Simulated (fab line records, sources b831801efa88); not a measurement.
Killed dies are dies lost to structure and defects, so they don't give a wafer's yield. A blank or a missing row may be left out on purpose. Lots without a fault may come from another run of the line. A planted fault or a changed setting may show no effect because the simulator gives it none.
Chamber matching | flow gf180mcu | GF_V1_CMP_26 on cmp-01: 4 sister chambers
The step polishes, stops on SiO2, t overpolish 15 s, target thk 0 nm. 14 wafers are shown with their chamber, then 7 later ones without.

WAFERS WITH THEIR CHAMBER
wafer  | chamber | motor_current_A (A) | time_to_endpoint_s (s) | overpolish_run_s (s)
L205.1 | 1       | 10.9                | 82                     | 14.993
L205.3 | 3       | 12.8                | 83                     | 15.002
L205.5 | 1       | 10.8                | 81                     | 15.004
L207.2 | 3       | 12.1                | 90                     | 15.004
L207.3 | 0       | 11.7                | 89                     | 15.010
L207.4 | 2       | 10.7                | 77                     | 14.993
L209.2 | 1       | 10.9                | 82                     | 15.014
L209.5 | 1       | 11.1                | 82                     | 14.995
L209.6 | 2       | 10.0                | 75                     | 15.009
L212.3 | 1       | 10.9                | 79                     | 15.013
L212.5 | 0       | 11.7                | 75                     | 14.990
L212.6 | 1       | 11.3                | 77                     | 15.002
L215.2 | 1       | 11.2                | 81                     | 15.004
L215.4 | 3       | 12.8                | 87                     | 15.014

SIGNATURES (means of the wafers above)
reading            | chamber 0 | chamber 1 | chamber 2 | chamber 3 | scatter within a chamber
motor_current_A    | 11.700    | 11.014    | 10.350    | 12.567    | 0.279
time_to_endpoint_s | 82.00     | 80.57     | 76.00     | 86.67     | 3.83
overpolish_run_s   | 15.00000  | 15.00357  | 15.00100  | 15.00667  | 0.00892
Rule: a wafer's distance from a chamber is the root of the sum, over the readings, of the square of ((its reading less the chamber's mean) divided by the reading's scatter). The wafer belongs to the nearest chamber; if the next one is less than 2 further off, it can't be placed. The scatter: the root of (the sum of the squares of (reading less its chamber's mean) over the shown wafers, divided by (wafers less chambers)).

WAFERS WITHOUT THEIR CHAMBER
wafer  | motor_current_A (A) | time_to_endpoint_s (s) | overpolish_run_s (s)
L215.5 | 10.8                | 83                     | 15.018
L218.1 | 10.6                | 74                     | 15.014
L218.3 | 12.3                | 87                     | 14.989
L218.4 | 11.2                | 81                     | 14.993
L221.1 | 11.9                | 82                     | 15.002
L221.3 | 10.4                | 78                     | 14.983
L221.5 | 11.5                | 89                     | 15.013

WHICH CHAMBER EACH WENT THROUGH
wafer  | from the rows above          | in truth
L215.5 | can't be placed: 1 or 2 or 0 | 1
L218.1 | can't be placed: 2 or 1      | 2
L218.3 | can't be placed: 3 or 0      | 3
L218.4 | can't be placed: 1 or 0      | 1
L221.1 | can't be placed: 0 or 3      | 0
L221.3 | can't be placed: 2 or 1      | 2
L221.5 | can't be placed: 0 or 1 or 3 | 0
Placed correctly: 0 of 7. Can't be placed from these rows: 7 (the true chamber is among the candidates in 7). Placed wrongly: 0.
